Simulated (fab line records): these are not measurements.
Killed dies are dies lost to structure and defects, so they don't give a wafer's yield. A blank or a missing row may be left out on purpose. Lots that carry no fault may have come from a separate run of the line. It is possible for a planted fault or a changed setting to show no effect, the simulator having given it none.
The tool behind it: which one? ; flow sky130 ; 13 lots with 39 wafers sampled at 5 steps, on a route of 708 steps

== WHAT THE GAUGES SHOWED, per wafer ==
SKY_FIELD_ISO_THK_MEAS_04. Usual: for FIELD_ISO_CVD_03_THK the level is 165.7 nm and the standard deviation is 1.7.
lot;measured;on;FIELD_ISO_CVD_03_THK (nm);flag
L584;day 1 15:41;film metro-02;165.0 165.1 163.6;
L588;day 2 11:54;film metro-03;167.6 166.3 166.6;
L589;day 2 15:58;film metro-02;162.7 164.1 164.8;
L590;day 2 19:29;film metro-03;166.9 166.2 165.6;
L592;day 3 06:35;film metro-02;165.9 166.8 164.6;
L598;day 4 11:29;film metro-04;165.6 164.3 164.0;
L600;day 4 21:29;film metro-03;166.6 166.1 167.5;
L602;day 5 12:13;film metro-02;164.3 165.2 164.8;
L603;day 5 17:19;film metro-03;166.4 166.8 167.2;
L604;day 5 20:05;film metro-02;163.9 164.0 162.7;
L605;day 6 00:22;film metro-02;166.0 166.0 165.5;
L606;day 6 04:27;film metro-03;167.6 166.6 167.9;
L607;day 6 11:06;film metro-03;167.0 169.3 168.4;

SKY_FIELD_ISO_THK_MEAS_25. Usual: for FIELD_ISO_CVD_24_THK the level is 595 nm and the standard deviation is 5.5.
lot;measured;on;FIELD_ISO_CVD_24_THK (nm);flag
L584;day 2 09:32;film metro-03;597 594 591;
L588;day 3 04:56;film metro-04;594 592 588;
L589;day 3 09:58;film metro-04;596 593 595;
L590;day 3 13:08;film metro-03;599 593 598;
L592;day 4 00:39;film metro-03;597 592 599;
L598;day 5 11:40;film metro-04;601 594 597;
L600;day 5 18:12;film metro-03;590 600 608;
L602;day 6 10:49;film metro-02;589 603 597;
L603;day 6 15:01;film metro-04;602 593 597;
L604;day 6 20:17;film metro-02;602 602 590;
L605;day 6 23:46;film metro-04;597 592 587;
L606;day 7 03:08;film metro-04;587 586 588;
L607;day 7 09:29;film metro-04;590 592 599;

SKY_NWELL_RS_MEAS_29: uses a four-point probe to measure. Usual: for NWELL_RS the level is 624.2 ohm/sq and the standard deviation is 1.8.
lot;measured;on;NWELL_RS (ohm/sq);flag
L584;day 5 09:41;film metro-04;623.9 625.0 623.3;
L588;day 6 08:10;film metro-03;637.8 638.2 639.3;OFF
L589;day 6 14:14;film metro-04;622.1 622.3 621.2;
L590;day 6 21:49;film metro-03;636.5 635.3 634.7;OFF
L592;day 7 09:04;film metro-03;637.9 639.1 639.8;OFF
L598;day 9 04:43;film metro-01;627.2 625.3 625.6;
L600;day 9 09:56;film metro-04;623.5 621.2 621.9;
L602;day 10 04:31;film metro-04;621.6 620.2 621.8;
L603;day 10 07:22;film metro-04;621.8 622.8 625.1;
L604;day 10 21:50;film metro-04;620.0 619.6 622.2;
L605;day 10 20:36;film metro-03;622.9 621.8 620.2;
L606;day 11 01:12;film metro-04;621.0 623.1 621.5;
L607;day 11 06:26;film metro-01;625.5 625.4 626.0;

SKY_VT_ADJUST_HVTP_OVL_MEAS_08. Usual: for VT_ADJUST_HVTP_OVL the level is -1.7 nm and the standard deviation is 1.4.
lot;measured;on;VT_ADJUST_HVTP_OVL (nm);flag
L584;day 6 02:54;overlay-01;-4.6 -2.9 -5.2;
L588;day 7 03:29;overlay-02;-2.9 -0.8 -3.3;
L589;day 7 09:22;overlay-01;-2.2 -3.1 -3.3;
L590;day 7 17:40;overlay-02;-1.3 -0.3 0.0;
L592;day 8 05:38;overlay-01;-1.6 -2.6 0.6;
L598;day 10 02:42;overlay-02;-1.4 -1.0 -0.6;
L600;day 10 08:08;overlay-02;-1.7 -0.4 -0.2;
L602;day 11 03:34;overlay-01;-2.9 -3.1 -1.3;
L603;day 11 06:37;overlay-01;-1.9 -1.0 -0.6;
L604;day 11 22:07;overlay-01;-0.8 -1.4 -2.1;
L605;day 11 20:37;overlay-01;-3.1 -0.3 -0.5;
L606;day 12 00:36;overlay-02;0.0 -1.0 -0.7;
L607;day 12 06:55;overlay-02;-3.9 -1.5 -1.7;

== EACH LOT AND THE TOOL THAT RAN IT (in order: tool; ch and the chambers of the sampled wafers; start) ==
lot;SKY_NWELL_IMPLANT_13
L584;implanter-01 ch 0, day 4 15:07
L588;implanter-01 ch 0, day 5 13:52
L589;implanter-04 ch 0, day 5 18:55
L590;implanter-01 ch 0, day 6 01:52
L592;implanter-01 ch 0, day 6 13:40
L598;implanter-04 ch 0, day 8 06:25
L600;implanter-03 ch 0, day 8 12:46
L602;implanter-01 ch 0, day 9 06:48
L603;implanter-01 ch 0, day 9 09:26
L604;implanter-03 ch 0, day 9 22:14
L605;implanter-01 ch 0, day 9 21:41
L606;implanter-03 ch 0, day 10 01:20
L607;implanter-04 ch 0, day 10 06:55
- SKY_NWELL_IMPLANT_13

== WHAT THE TOOLS THEMSELVES READ (means of the sampled wafers that have a number; where no wafer has one, the mark that the record gives instead) ==
SKY_NWELL_IMPLANT_13. Usual: dose ions cm2 6.998e+11, standard deviation 7.9e+08; faraday current uA 3.95, standard deviation 0.074.
lot;tool;dose ions cm2;faraday current uA;flag
L584;implanter-01;6.990e+11;3.96;
L588;implanter-01;3.242e+11;1.81;OFF
L589;implanter-04;6.993e+11;3.94;
L590;implanter-01;3.255e+11;1.83;OFF
L592;implanter-01;3.248e+11;1.86;OFF
L598;implanter-04;7.007e+11;3.96;
L600;implanter-03;7.004e+11;3.97;
L602;implanter-01;6.989e+11;3.91;
L603;implanter-01;6.995e+11;3.91;
L604;implanter-03;6.992e+11;3.87;
L605;implanter-01;6.999e+11;3.92;
L606;implanter-03;7.002e+11;4.00;
L607;implanter-04;6.996e+11;3.98;

== THE ANSWER, worked out from the rows above alone ==
Rule: a lot is off if the mean of its wafers that have a number lies more than 3 standard deviations from the usual mean. A lot without any number at a reading at which 4 lots or more have one is off too. Any other lot the step has rows for is counted as sound. The gauges are gone through in route order, then the tools' own readings, and for those a lot's mean is taken as printed above. At the first step where some lot is off, the reading lying furthest off is the one used; lots without a number count as furthest.
Off: at SKY_NWELL_RS_MEAS_29 (NWELL_RS), L588, L590, L592.
If a tool, at a process step before that reading, ran all the lots that are off and no sound lot after the first of them, it fits. Not tried: the gauges at SKY_NWELL_RS_MEAS_29; whatever is off there is also off at SKY_NWELL_IMPLANT_13, on other tools, and gauge error can't account for it. Not one of the candidates tried fits.

== WHAT THE SIMULATOR HAD PUT IN ==
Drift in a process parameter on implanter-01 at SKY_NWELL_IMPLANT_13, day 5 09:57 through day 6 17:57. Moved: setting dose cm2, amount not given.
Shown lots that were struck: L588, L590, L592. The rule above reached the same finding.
